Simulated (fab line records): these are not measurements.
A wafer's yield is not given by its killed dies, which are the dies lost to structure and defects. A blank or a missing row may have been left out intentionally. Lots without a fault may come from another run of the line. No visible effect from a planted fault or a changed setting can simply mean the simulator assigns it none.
What tool caused it? + flow sky130 + 24 lots with 72 wafers sampled at 2 steps, on a route of 708 steps

== WHAT EACH GAUGE READ, for each wafer ==
SKY_POLY_GATE_THK_MEAS_01.
| lot  | measured     | on            | POLY_GATE_CVD_00_THK (nm) |
|------|--------------|---------------|---------------------------|
| L074 | day 14 07:46 | film metro-01 | 180.5 182.0 181.1         |
| L075 | day 14 22:14 | film metro-03 | 180.6 182.6 180.3         |
| L076 | day 15 13:02 | film metro-04 | 184.1 183.4 184.4         |
| L077 | day 15 20:16 | film metro-04 | 186.6 184.8 184.5         |
| L078 | day 15 20:14 | film metro-01 | 181.6 182.1 181.4         |
| L079 | day 16 12:30 | film metro-03 | 179.0 178.4 177.7         |
| L081 | day 17 12:03 | film metro-04 | 185.2 183.8 185.9         |
| L080 | day 17 05:26 | film metro-04 | 182.6 182.0 181.8         |
| L082 | day 17 10:50 | film metro-04 | 183.2 182.0 184.0         |
| L083 | day 17 13:14 | film metro-01 | 182.3 182.4 183.1         |
| L084 | day 18 02:52 | film metro-03 | 181.9 180.4 181.3         |
| L086 | day 18 07:31 | film metro-04 | 181.8 179.8 179.2         |
| L085 | day 18 12:58 | film metro-04 | 182.6 182.7 180.9         |
| L087 | day 18 12:58 | film metro-03 | 178.6 177.9 179.5         |
| L088 | day 19 03:28 | film metro-03 | 177.3 179.2 176.9         |
| L089 | day 19 10:04 | film metro-04 | 180.9 180.0 180.9         |
| L090 | day 19 15:04 | film metro-03 | 180.0 180.8 179.0         |
| L091 | day 20 09:01 | film metro-03 | 180.5 179.7 180.0         |
| L092 | day 20 18:17 | film metro-01 | 182.1 181.0 180.9         |
| L093 | day 21 01:17 | film metro-01 | 175.2 175.7 177.2         |
| L094 | day 20 23:29 | film metro-03 | 180.2 179.1 180.1         |
| L095 | day 21 15:27 | film metro-04 | 179.4 180.8 179.9         |
| L096 | day 21 17:14 | film metro-04 | 179.0 179.0 179.0         |
| L097 | day 22 02:57 | film metro-01 | 177.9 179.5 179.2         |

== WHICH TOOL RAN EACH LOT (tool, then ch and the chambers of the sampled wafers, then the start) ==
| lot  | SKY_FIELD_ISO_ETCH_14             |
|------|-----------------------------------|
| L074 | rie diel-04 ch 1,2,3, day 2 06:45 |
| L075 | rie diel-02 ch 0,1,2, day 2 10:42 |
| L076 | rie diel-02 ch 0,1,3, day 2 16:41 |
| L077 | rie diel-04 ch 1,2,3, day 2 21:57 |
| L078 | rie diel-01 ch 1,3, day 3 00:50   |
| L079 | rie diel-01 ch 1,2,3, day 3 07:15 |
| L081 | rie diel-01 ch 1,3, day 3 17:50   |
| L080 | rie diel-04 ch 0,2,3, day 3 18:32 |
| L082 | rie diel-01 ch 2,3, day 4 02:17   |
| L083 | rie diel-04 ch 0,1,3, day 4 02:38 |
| L084 | rie diel-02 ch 1,3, day 4 10:32   |
| L086 | rie diel-01 ch 0,1,3, day 4 18:35 |
| L085 | rie diel-02 ch 0,1,3, day 4 19:02 |
| L087 | rie diel-01 ch 0,2, day 5 03:03   |
| L088 | rie diel-01 ch 1,2,3, day 5 13:06 |
| L089 | rie diel-04 ch 0,2, day 5 13:26   |
| L090 | rie diel-01 ch 1,2, day 5 20:03   |
| L091 | rie diel-01 ch 0,1,3, day 5 23:12 |
| L092 | rie diel-04 ch 1,2, day 6 03:33   |
| L093 | rie diel-01 ch 0,1,3, day 6 08:15 |
| L094 | rie diel-02 ch 1,2,3, day 6 12:45 |
| L095 | rie diel-01 ch 0,2, day 6 17:30   |
| L096 | rie diel-02 ch 0,1,2, day 6 21:59 |
| L097 | rie diel-01 ch 0,1,3, day 7 09:00 |
- SKY_FIELD_ISO_ETCH_14: etches BARC in N2/H2, stops on SiO2, time 45.9 s, target depth 60 nm.

== AS READ BY THE TOOLS THEMSELVES (means over the sampled wafers that have a number; for cases with no such wafer, the mark the record gives instead) ==
SKY_FIELD_ISO_ETCH_14.
| lot  | tool        | bias w (W) | drypump motor current A (A) | oes product au (a.u.) | throttle valve pct (%) |
|------|-------------|------------|-----------------------------|-----------------------|------------------------|
| L074 | rie diel-04 | 100.09     | 5.9                         | 0.855                 | 13.225                 |
| L075 | rie diel-02 | 100.01     | 5.6                         | 0.854                 | 13.208                 |
| L076 | rie diel-02 | 99.78      | 5.9                         | 0.857                 | 13.227                 |
| L077 | rie diel-04 | 99.95      | 5.9                         | 0.854                 | 13.228                 |
| L078 | rie diel-01 | 100.02     | 5.9                         | 0.852                 | 13.219                 |
| L079 | rie diel-01 | 99.65      | 5.8                         | 0.853                 | 13.224                 |
| L081 | rie diel-01 | 99.96      | 6.1                         | 0.856                 | 13.225                 |
| L080 | rie diel-04 | 99.89      | 6.0                         | 0.854                 | 13.227                 |
| L082 | rie diel-01 | 100.30     | 5.5                         | 0.858                 | 13.211                 |
| L083 | rie diel-04 | 99.84      | 6.1                         | 0.855                 | 13.228                 |
| L084 | rie diel-02 | 99.81      | 6.3                         | 0.857                 | 13.226                 |
| L086 | rie diel-01 | 99.94      | 5.8                         | 0.852                 | 13.229                 |
| L085 | rie diel-02 | 99.68      | 5.9                         | 0.857                 | 13.222                 |
| L087 | rie diel-01 | 99.92      | 5.3                         | 0.859                 | 13.223                 |
| L088 | rie diel-01 | 100.00     | 5.7                         | 0.856                 | 13.227                 |
| L089 | rie diel-04 | 100.17     | 6.1                         | 0.853                 | 13.219                 |
| L090 | rie diel-01 | 100.15     | 5.6                         | 0.852                 | 13.228                 |
| L091 | rie diel-01 | 99.62      | 5.8                         | 0.853                 | 13.222                 |
| L092 | rie diel-04 | 100.04     | 5.8                         | 0.852                 | 13.225                 |
| L093 | rie diel-01 | 100.03     | 5.8                         | 0.853                 | 13.217                 |
| L094 | rie diel-02 | 99.95      | 6.0                         | 0.853                 | 13.221                 |
| L095 | rie diel-01 | 99.83      | 5.3                         | 0.854                 | 13.220                 |
| L096 | rie diel-02 | 99.66      | 5.6                         | 0.855                 | 13.218                 |
| L097 | rie diel-01 | 99.81      | 5.8                         | 0.849                 | 13.225                 |

== THE ANSWER, worked out from the rows above alone ==
Rule: what is usual is taken from the lots themselves. Put in order of their means at a reading, lots are off if they are a third of the lots or fewer, leave a main group of 4 or more, and stand apart from it by a gap of 3 or more times the standard deviation of the main group's means; of several such gaps the widest counts. A main group is skipped when, at the precision printed for the reading in the tables above, its means are all equal. A lot without any number at a reading at which 4 lots or more have one is off too. All remaining lots with rows at the step are treated as sound. The gauges are gone through in route order, then the tools' own readings, and for those a lot's mean is taken as printed above. The first step at which some lot is off is used, and at that step the reading that is off furthest; a lot without a number counts as furthest.
None of the lots is off at any reading shown; this tells nothing.

== WHAT WAS PUT IN BY THE SIMULATOR ==
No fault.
